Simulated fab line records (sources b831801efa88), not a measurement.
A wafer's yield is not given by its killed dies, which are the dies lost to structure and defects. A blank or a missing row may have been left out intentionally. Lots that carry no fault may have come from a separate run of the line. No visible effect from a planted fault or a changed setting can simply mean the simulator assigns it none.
fab line records    flow sfq-line
[record] lots = 14  wafers = 42  last-day = 84
route steps=325 shown I4@171
lots untouched by any fault: they come from a run of this same line in which no faults occurred
start-h: hours from the record's first day to the start of the lot's first wafer shown    wait-h: hours from the lot's prior step to this one    " same as the row above    L1.1+2: a single row standing in for several wafers    - no value, or no start was given    * or withheld: withheld    < > ~ a bound
route shown NAME@n: names a module that has steps shown in the file, with the first one's number in the route    usual: mean and standard deviation over wafers with no fault    same: alike in all rows    chamber/n: place in a boat    sites: each site's reading    _std_site: the standard deviation of these    _edge_site: mean of outer sites minus mean of inner sites    radius-mm: how far each site lies from the wafer's centre    mask NAME#n: copy n    behind: the tool/chamber that last shaped the wafer    hold: why the lot went on hold/how many hours it stayed there/how the hold came to an end    device: the n, p or np transistor that did not switch    end of line: tests run on the same wafers once the route is complete    a step given without rows: its recipe and nothing more    killed: not the wafer's yield, but the dies lost to structure and defects at the first sort    map: the dies of a wafer, with x for killed, . for not killed, _ for no die there
set.NAME: the setting that was run; set.NAME@STEP: the one run at that earlier step    model.NAME: the simulator's own value behind a step, which no gauge read
a sample of lots followed through the steps of the route, with each step as a table and each wafer as a row
[[steps]]
[step SFQ_TRILAYER_I4_VIA_LITHO_PEB_106]
[recipe] peb-temp-c = 115  peb-time-s = 60  resist = KrF
[usual] heater-power-total-W = 79.16/0.062
lot.wafer  tool            chamber  start-h  wait-h  heater-power-total-W
L676.2     litho-track-02  0        863.50   0.8     79.16
L676.5     "               0        "        "       79.12
L676.6     "               0        "        "       79.18
L678.1     litho-track-02  0        883.42   1.0     79.15
L678.2     "               0        "        "       79.09
L678.5     "               0        "        "       79.14
L679.2     litho-track-04  0        890.64   0.8     79.18
L679.3     "               0        "        "       79.15
L679.4     "               0        "        "       79.16
L681.2     litho-track-03  0        901.44   0.8     79.16
L681.4     "               0        "        "       79.05
L681.5     "               0        "        "       79.17
L682.3     litho-track-02  0        908.05   0.7     79.21
L682.5     "               0        "        "       79.10
L682.6     "               0        "        "       79.15
L684.2     litho-track-03  0        938.78   0.8     79.14
L684.3     "               0        "        "       79.14
L684.6     "               0        "        "       79.21
L685.3     litho-track-02  0        967.60   0.7     79.22
L685.5     "               0        "        "       79.06
L685.6     "               0        "        "       79.23
L686.2     litho-track-04  0        973.58   0.8     79.22
L686.5     "               0        "        "       79.12
L686.6     "               0        "        "       79.19
L688.2     litho-track-02  0        984.38   0.8     79.18
L688.3     "               0        "        "       79.21
L688.4     "               0        "        "       79.21
L690.1     litho-track-02  0        1004.75  1.0     79.11
L690.2     "               0        "        "       79.27
L690.4     "               0        "        "       79.11
L691.3     litho-track-04  0        1044.36  0.7     79.18
L691.4     "               0        "        "       79.19
L691.6     "               0        "        "       79.21
L696.1     litho-track-02  0        1238.22  1.0     80.91
L696.5     "               0        "        "       80.86
L696.6     "               0        "        "       80.92
L697.2     litho-track-02  0        1247.85  0.8     80.71
L697.4     "               0        "        "       80.85
L697.5     "               0        "        "       80.78
L698.2     litho-track-04  0        1262.37  0.8     79.29
L698.3     "               0        "        "       79.23
L698.5     "               0        "        "       79.14
[[key]]
[first-sign] step = SFQ_TRILAYER_I4_VIA_LITHO_PEB_106  reading = heater-power-total-W  direction = up  sigmas = 27  usual = 79.16  struck = 80.84
effect none on later readings
met-at SFQ_TRILAYER_I4_VIA_LITHO_PEB_106
struck-lots L696,L697
onset-between 1004.75 1238.22
[fault] kind = process-parameter-drift  tool = litho-track-02  chamber = -  onset-h = 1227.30  steps = SFQ_TRILAYER_I4_VIA_LITHO_PEB_106  channel = peb-time-s  offset = *  shape = step  end-h = 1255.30  acts-in = *  stated = *
